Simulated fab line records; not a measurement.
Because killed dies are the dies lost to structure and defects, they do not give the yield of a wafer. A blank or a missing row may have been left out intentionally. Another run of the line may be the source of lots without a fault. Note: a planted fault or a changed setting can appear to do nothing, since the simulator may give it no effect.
Comparing a struck lot with a sound one | flow sky130 | 14 steps out of a route of 708
Sound: wafers L735.1, L735.5, L735.6. Wafers struck: L737.2, L737.3, L737.5. Last of all comes the cause.
For every step that has rows: the tool of each side, followed by ch and its chambers, followed by its first start. Under that, the readings that differ: sound wafers | struck wafers | difference of the means | sigmas: that difference in standard deviations of wafers without a fault.
alike: readings whose means differ by less than 2 such deviations, and words and numbers that are the same on both sides. not compared: withheld readings, readings that some wafer has no value for, bounds like >300 that may hide the same value, and numbers for which the record gives no deviation and whose values overlap.
The two part at a step that has a row with sigmas, a row that says differs or no value, or rows on one side only. Numbers that have no deviation but don't overlap get no sigmas and don't part them. A reading missing from all wafers of one side parts the sides only when that side holds two or more wafers.

SKY_VIA4_OVL_MEAS_11:
  sound on overlay-01 at day 44 21:12; struck on overlay-01 at day 45 03:36
  alike: VIA4_OVL
SKY_VIA4_ETCH_12: etches SiO2 in C4F8/O2/Ar, stops on TiN, target depth 580 nm.
  sound on rie_diel-02 ch 0,1,3, day 44 21:14; struck on rie_diel-02 ch 0,1,3, day 45 03:38
  alike: oes_product_au
SKY_VIA4_STRIP_13: strips in O2/N2.
  sound on plasma_asher-01 ch 0,1, day 44 21:19; struck on plasma_asher-03 ch 0,1, day 45 03:43
  alike: drypump_motor_current_A, oes_product_au, strip_time_to_endpoint_s
  not compared: rf_hours_counter_h
then, 3 steps without rows for these wafers: SKY_VIA4_STRIP_14 (strips in post etch residue remover, time 1200 s); SKY_VIA4_CLEAN_15 (cleans in IPA, time 180 s); SKY_VIA4_CLEAN_16 (cleans in O3/DIW).
SKY_VIA4_SPUTTER_17: material TiN, target thk 20 nm, time 80 s.
  sound on pvd_sputter-02 at day 44 21:54; struck on pvd_sputter-01 at day 45 04:18
  alike: cathode_dc_power_W, chamber_pressure_pa, throttle_valve_pct
SKY_VIA4_CVD_18: deposits W, target thk 505 nm, time 152.14 s.
  sound on cvd_w-01 ch 0,1, day 44 21:58; struck on cvd_w-01 ch 0,1, day 45 04:22
  alike: heater_power_w
SKY_VIA4_RS_MEAS_19: uses a four-point probe to measure.
  sound on film_metro-02 at day 44 22:07; struck on film_metro-01 at day 45 04:32
  alike: VIA4_W_RS
SKY_VIA4_THK_MEAS_20: measures by xrf.
  sound on film_metro-02 at day 44 22:14; struck on film_metro-01 at day 45 04:38
  alike: VIA4_W_THK
then, 1 step without rows for these wafers: SKY_VIA4_CMP_21 (polishes, stops on SiO2, t overpolish 25 s, target thk 0 nm).
SKY_METAL5_SPUTTER_00: material Ti, target thk 15 nm, time 10 s.
  sound on pvd_sputter-03 at day 44 22:35; struck on pvd_sputter-02 at day 45 04:59
  alike: cathode_dc_power_W, chamber_pressure_pa, throttle_valve_pct
SKY_METAL5_SPUTTER_01: material TiN, target thk 20 nm, time 16.7 s.
  sound on pvd_sputter-03 at day 44 22:37; struck on pvd_sputter-02 at day 45 05:01
  no value came back on the struck wafers for cathode_dc_power_W (W), chamber_pressure_pa (Pa), throttle_valve_pct (%); on the sound wafers cathode_dc_power_W (W) reads 6498.8 6500.4 6498.5
then, 1 step without rows for these wafers: SKY_METAL5_SPUTTER_02 (material AlCu, target thk 1150 nm, time 61.2 s).

== WHERE THEY PART ==
Only at SKY_METAL5_SPUTTER_01, as far as this record shows.

WHY: what the simulator had put in
Beginning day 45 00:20, the whole step at SKY_METAL5_SPUTTER_01 was skipped on pvd_sputter-02. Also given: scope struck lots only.
